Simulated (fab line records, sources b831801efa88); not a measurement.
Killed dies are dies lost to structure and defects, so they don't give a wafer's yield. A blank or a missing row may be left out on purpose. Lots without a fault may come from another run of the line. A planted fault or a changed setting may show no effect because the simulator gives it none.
One fault seen from 2 desks | flow sky130 | each desk has only its own numbers; what lay behind them comes last

THE METROLOGY DESK
What the gauges read, lot by lot, whatever tool the lot ran on: means of the sampled wafers that have a number. A lot is out of limits, marked OUT, if its mean lies more than 4 standard deviations from the usual mean; the brackets give that distance.
Columns: A = cd_nm at SKY_POLY_GATE_CD_MEAS_13, usual 149.4 nm; B = cd_nm at SKY_POLY_GATE_CD_MEAS_22, usual 150 nm; C = LDD_N_OVL at SKY_LDD_N_OVL_MEAS_07, usual -0.4 nm
lot  | first seen here | A     | B   | C
L349 | day 16 14:11    | 148.5 | 153 | -1.7
L350 | day 16 14:26    | 150.7 | 151 | -1.7
L353 | day 17 16:30    | 151.4 | 151 | -0.1
L354 | day 18 12:00    | 146.5 | 149 | 0.0
L358 | day 19 21:33    | 149.5 | 152 | 1.1
L359 | day 20 07:18    | 148.3 | 147 | -1.8
L362 | day 21 10:44    | 148.5 | 149 | -0.5
L366 | day 22 18:09    | 150.6 | 153 | -0.6
L367 | day 23 04:46    | 149.3 | 147 | 1.9
L368 | day 23 11:55    | 148.9 | 150 | -0.7
L369 | day 23 15:34    | 149.5 | 149 | -1.4
L370 | day 23 21:36    | 150.3 | 152 | 0.3
L371 | day 24 07:04    | 148.8 | 148 | -1.2
L372 | day 24 15:07    | 150.1 | 153 | -0.3
This desk's finding: nothing out of limits on any of the 14 lots.

THE TOOL OWNER'S DESK: litho_track-02
The tool's own readings at SKY_SD_P_DEVELOP_06 (develop time 60 s): means of the sampled wafers that have a number, for each lot that ran on this tool. A lot is out of limits, marked OUT, if its mean lies more than 4 standard deviations from the usual mean; the brackets give that distance.
Columns: A = developer_temp_C at SKY_SD_P_DEVELOP_06, usual 23.01 C
lot  | first seen here | A
L349 | day 25 14:36    | 23.10
L354 | day 27 17:29    | 22.93
L358 | day 28 20:12    | 23.74 (+6.1) OUT
L359 | day 29 03:44    | 23.67 (+5.5) OUT
This desk's finding: out of limits on L358, L359; first on L358, day 28 20:12 (developer_temp_C at SKY_SD_P_DEVELOP_06). In limits: L349, L354.

PUT TOGETHER
The tool owner's desk could have raised an alarm at day 28 20:12, on L358, L359.
The metrology desk saw nothing out of limits.
The metrology desk has L358, L359 on record, within its limits.
Of the lots named, all ran SKY_SD_P_DEVELOP_06 on litho_track-02.

WHAT THE SIMULATOR HAD PUT IN
Process parameter drift: litho_track-02, from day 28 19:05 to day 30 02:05, at SKY_SD_P_DEVELOP_06. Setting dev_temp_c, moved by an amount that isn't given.
Lots struck among those shown: L358, L359.
Hours from the fault's start to each desk's first reading out of limits: the tool owner's desk, 1.
